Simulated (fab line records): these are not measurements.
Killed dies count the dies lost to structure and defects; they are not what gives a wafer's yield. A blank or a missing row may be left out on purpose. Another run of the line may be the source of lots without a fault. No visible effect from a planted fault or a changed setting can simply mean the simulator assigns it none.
Problem report, 8D (eight disciplines) form, completed by code -- flow gf180mcu -- the parts of the form that need people (team, actions taken, sign-off) are left out

1. PROBLEM STATEMENT
Across 6 wafers from 2 lots, DUAL_GATE_OXIDATION_00_THK at GF_DUAL_GATE_THK_MEAS_03 averages 9.33 nm, while fault-free wafers read 10.84 nm with a standard deviation of 0.18. That is -8.4 standard deviations from the usual mean.
The first sign was on wafer L312.1 at day 11 20:25, on filmMetro-04. The record holds 42 wafers of 14 lots with a number at this step. Rule for "out" (also "out of limits"): further than 4 standard deviations from the usual mean. The other wafers with a number count as sound.

2. WHAT IT IS AND WHAT IT IS NOT
question,is,is not
which readings at this step,DUAL_GATE_OXIDATION_00_THK,-
which lots,"L312, L316","L297, L299, L300, L301, L302, L304, L305, L306, L307, L308, L309, L319"
which wafers of those lots,all that have a number,-
read on which gauges,"filmMetro-01, filmMetro-04",filmMetro-03
when,from day 11 20:25,up to then (33 sound wafers); but 3 sound wafers of L319 came after

3. WHAT RULES OUT EACH SUSPECT
Counting: a tool stays on the suspect list if, at a process step up to the reading, it processed all lots that are out and no sound lot following the first of them.
- the gauge at GF_DUAL_GATE_THK_MEAS_03: ruled out. 2 gauges (filmMetro-01, filmMetro-04) read the wafers that are out.
- furnace-02 at GF_DUAL_GATE_OXIDATION_02 (stabilise 600 s, purge 300 s, target thk 10.887 nm): kept. Every lot that is out went through it, starting with L312 (day 11 18:58), and after that it ran no sound lot; the last sound lot it ran before then is L309 (day 10 22:46).
After counting, what remains is furnace-02 at GF_DUAL_GATE_OXIDATION_02.

4. THE CAUSE (what the simulator had put in)
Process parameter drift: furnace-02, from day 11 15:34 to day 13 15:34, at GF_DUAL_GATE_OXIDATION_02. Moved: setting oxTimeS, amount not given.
Counting left only this tool.

5. THE EFFECT CHAIN, in route order
Each row: a reading where the mean over the struck wafers with a number is more than 3 standard deviations away from the usual. Scope: only readings with a usual standard deviation given in the record; hours: median across lots of the time from each lot's start at the first step in this table that gives one to its start at this step; sigmas: change in usual standard deviations.
hours,step,reading,usual,on struck wafers,change,sigmas
0,GF_DUAL_GATE_THK_MEAS_03,DUAL_GATE_OXIDATION_00_THK,10.84 nm,9.33,-1.51,-8.4

6. HOW IT WOULD HAVE BEEN CAUGHT EARLIER
Counted from the fault's start at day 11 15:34, it took 5 hours until the first out-of-limits reading at a measuring or inspecting step in this record, taken at day 11 20:25.
Tool readings at GF_DUAL_GATE_OXIDATION_02 with a usual standard deviation given in the record: none out on any struck wafer, hence no alarm at a limit of 4 standard deviations on them.
Lots out: 2; of these, L316 started GF_DUAL_GATE_OXIDATION_02 on furnace-02 after day 11 20:25. A hold on the tool at that time would have spared it.
